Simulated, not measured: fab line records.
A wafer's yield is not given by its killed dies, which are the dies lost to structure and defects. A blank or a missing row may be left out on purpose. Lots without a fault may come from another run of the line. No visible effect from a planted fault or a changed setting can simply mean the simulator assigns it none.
Which tool did it? -- flow gf180mcu -- 14 lots, 42 wafers sampled, at 1 step of a route of 602

== WHAT EACH GAUGE READ, for each wafer ==
GF_V5_OVL_MEAS_15. Usual: for V5_OVL the level is -5 nm and the standard deviation is 5.1.
lot,measured,on,V5_OVL (nm),flag
L760,day 27 18:45,overlay-01,-1 -1 2,
L761,day 27 19:52,overlay-02,-12 -3 -6,
L762,day 28 00:31,overlay-01,-5 -3 3,
L766,day 29 14:04,overlay-01,-4 -3 -10,
L767,day 29 14:44,overlay-01,-2 1 -4,
L769,day 30 03:17,overlay-02,-5 1 -1,
L770,day 30 16:54,overlay-02,-8 -9 -10,
L771,day 31 01:13,overlay-01,2 0 -1,
L774,day 31 09:31,overlay-01,-6 -2 -15,
L775,day 32 06:53,overlay-02,3 1 2,
L777,day 32 14:20,overlay-02,-20 -19 -15,
L781,day 33 06:19,overlay-02,-1 -10 -8,
L782,day 33 09:58,overlay-01,-3 2 -3,
L783,day 33 14:36,overlay-02,-6 -3 -5,

== TOOL THAT RAN EACH LOT (tool first, then ch and the chambers of the sampled wafers, then the start) ==
Record: no process step prior to these readings.

== AS READ BY THE TOOLS THEMSELVES (means over the sampled wafers that have a number; for cases with no such wafer, the mark the record gives instead) ==
The record holds no such reading with a usual standard deviation.

== THE ANSWER, worked out from the rows above alone ==
Rule: lot off if the mean of its wafers having a number is beyond 3 standard deviations from the usual mean. A lot without any number at a reading at which 4 lots or more have one is off too. Any other lot the step has rows for is counted as sound. After the gauges, taken in route order, come the tools' own readings; for these a lot's mean is taken, as printed above. At the first step where some lot is off, the reading lying furthest off is the one used; lots without a number count as furthest.
Nothing can be told from this: no lot is off at any reading shown.

== WHAT WAS PUT IN BY THE SIMULATOR ==
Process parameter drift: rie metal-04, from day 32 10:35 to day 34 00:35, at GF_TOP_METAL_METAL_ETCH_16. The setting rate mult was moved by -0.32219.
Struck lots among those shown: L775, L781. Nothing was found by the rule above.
